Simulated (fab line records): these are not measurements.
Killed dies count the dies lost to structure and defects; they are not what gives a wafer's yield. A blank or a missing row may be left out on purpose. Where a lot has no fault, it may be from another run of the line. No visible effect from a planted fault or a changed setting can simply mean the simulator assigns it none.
Which tool did it? -- flow sky130 -- Sampling: 11 lots, 33 wafers, 5 of 708 route steps

## WHAT THE GAUGES READ, wafer by wafer
SKY_CAP2M_THK_MEAS_01.
lot,measured,on,CAP2M_CVD_00_THK (nm)
L804,day 39 23:56,film_metro-04,15.20 15.45 15.21
L805,day 40 11:37,film_metro-03,15.45 15.26 15.49
L806,day 40 13:08,film_metro-04,15.63 15.34 15.63
L810,day 41 19:58,film_metro-04,15.29 15.31 15.42
L813,day 42 22:31,film_metro-03,15.55 15.36 15.31
L818,day 44 03:31,film_metro-01,15.41 15.60 15.86
L819,day 44 03:46,film_metro-01,15.38 15.62 15.66
L816,day 44 08:44,film_metro-01,15.29 15.57 15.52
L821,day 44 15:26,film_metro-04,15.32 15.59 15.55
L825,day 45 17:08,film_metro-03,15.36 15.82 15.73
L826,day 45 21:44,film_metro-01,15.27 15.72 15.65

SKY_CAP2M_OVL_MEAS_12.
lot,measured,on,CAP2M_OVL (nm)
L804,day 40 23:59,overlay-02,-0.6 1.6 0.0
L805,day 41 11:43,overlay-02,-1.6 1.0 1.3
L806,day 41 13:56,overlay-02,-0.1 0.3 0.8
L810,day 42 19:23,overlay-02,-1.2 -0.8 -2.2
L813,day 43 21:33,overlay-01,-1.9 -1.2 -2.1
L818,day 45 00:41,overlay-02,-0.2 -0.5 -0.3
L819,day 45 01:32,overlay-01,-2.5 -3.7 -2.8
L816,day 45 06:29,overlay-01,0.5 -0.8 -0.4
L821,day 45 12:45,overlay-02,1.4 1.1 1.9
L825,day 46 13:35,overlay-02,-0.3 -1.9 -0.8
L826,day 46 17:47,overlay-02,1.7 -0.3 -0.6

SKY_VIA4_BOW_MEAS_03.
lot,measured,on,VIA4_BOW (um)
L804,day 42 02:07,film_metro-03,63 88 81
L805,day 42 13:43,film_metro-01,80 80 75
L806,day 42 15:27,film_metro-02,91 99 94
L810,day 43 19:32,film_metro-03,79 78 84
L813,day 44 22:20,film_metro-03,77 64 74
L818,day 46 00:49,film_metro-01,79 90 84
L819,day 46 01:14,film_metro-01,146 139 136
L816,day 46 05:56,film_metro-01,137 148 139
L821,day 46 11:41,film_metro-03,68 80 86
L825,day 47 12:10,film_metro-01,98 83 82
L826,day 47 16:19,film_metro-03,95 76 84

## WHICH TOOL RAN EACH LOT (tool, then ch and the chambers of the sampled wafers, then the start)
lot,SKY_METAL4_ETCH_17,SKY_VIA4_CMP_02
L804,"rie_diel-01 ch 0,1, day 42 00:46","cmp-02 ch 0,1,2, day 42 01:50"
L805,"rie_diel-01 ch 0,1,3, day 42 12:19","cmp-02 ch 0,3, day 42 13:28"
L806,"rie_diel-01 ch 2,3, day 42 14:04","cmp-02 ch 0,1, day 42 15:08"
L810,"rie_diel-03 ch 1,2,3, day 43 18:10","cmp-01 ch 2,3, day 43 19:14"
L813,"rie_diel-01 ch 0,3, day 44 20:56","cmp-01 ch 2,3, day 44 22:01"
L818,"rie_diel-02 ch 0,1,3, day 45 23:26","cmp-01 ch 0,1,2, day 46 00:34"
L819,"rie_diel-01 ch 0,2, day 45 23:47","cmp-01 ch 0,2,3, day 46 01:01"
L816,"rie_diel-02 ch 1,2,3, day 46 04:19","cmp-01 ch 0,2,3, day 46 05:40"
L821,"rie_diel-03 ch 0,1,2, day 46 10:13","cmp-02 ch 0,1,3, day 46 11:26"
L825,"rie_diel-01 ch 1,2, day 47 10:49","cmp-01 ch 0,1,3, day 47 11:53"
L826,"rie_diel-03 ch 0,2,3, day 47 14:58","cmp-01 ch 0,1,2, day 47 16:05"
- SKY_METAL4_ETCH_17: etches SiO2 in C4F8/O2/Ar, stops on TiN, time 3.9 s, target depth 15 nm.
- SKY_VIA4_CMP_02: polishes SiO2.

## WHAT THE TOOLS THEMSELVES READ (means of the sampled wafers that have a number; where no wafer has one, the mark that the record gives instead)
SKY_METAL4_ETCH_17.
lot,tool,oes_product_au (a.u.),rf_fwd_power_W (W)
L804,rie_diel-01,0.751,1466
L805,rie_diel-01,0.756,1466
L806,rie_diel-01,0.754,1473
L810,rie_diel-03,0.748,1465
L813,rie_diel-01,0.752,1465
L818,rie_diel-02,0.760,1462
L819,rie_diel-01,0.751,1472
L816,rie_diel-02,0.754,1473
L821,rie_diel-03,0.753,1467
L825,rie_diel-01,0.760,1476
L826,rie_diel-03,0.756,1468

SKY_VIA4_CMP_02.
lot,tool,edge_zone_pressure_frac,head_pressure_psi (psi),motor_current_A (A),platen_rpm (rpm)
L804,cmp-02,0.998,4.002,12.7,60.00
L805,cmp-02,1.000,3.997,12.8,60.01
L806,cmp-02,1.000,4.004,12.7,60.01
L810,cmp-01,0.995,4.001,10.6,60.03
L813,cmp-01,0.998,3.998,11.0,59.98
L818,cmp-01,1.002,4.002,12.1,60.08
L819,cmp-01,-,-,-,-
L816,cmp-01,-,-,-,-
L821,cmp-02,0.998,3.995,12.6,60.05
L825,cmp-01,0.997,4.001,11.2,59.98
L826,cmp-01,1.005,4.002,12.0,59.98

## THE ANSWER, worked out from the rows above alone
Rule: the lots themselves supply what counts as usual. The widest of any qualifying gaps counts: lots, ordered by their means at a reading, are off when they make up no more than a third of the lots, leave a main group of 4 or more, and stand apart from it by 3 or more times the standard deviation of that group's means. A main group is skipped when, at the precision printed for the reading in the tables above, its means are all equal. Also off: a lot with no number at a reading for which 4 or more lots have one. All remaining lots with rows at the step are treated as sound. Order of review: gauges by route order, followed by the tools' own readings, for which a lot's mean as printed above is used. At the first step where some lot is off, the reading lying furthest off is the one used; lots without a number count as furthest.
Off: L819, L816, seen at SKY_VIA4_BOW_MEAS_03 (VIA4_BOW). The main group has a mean of 82 um with a standard deviation of 6.4.
A tool fits if, at a process step before that reading, it ran every lot that is off, and no sound lot after the first of them. Not tried: the gauges at SKY_VIA4_BOW_MEAS_03; whatever is off there is also off at SKY_VIA4_CMP_02, on other tools, and gauge error can't account for it. None of those tried fits.

## WHAT WAS PUT IN BY THE SIMULATOR
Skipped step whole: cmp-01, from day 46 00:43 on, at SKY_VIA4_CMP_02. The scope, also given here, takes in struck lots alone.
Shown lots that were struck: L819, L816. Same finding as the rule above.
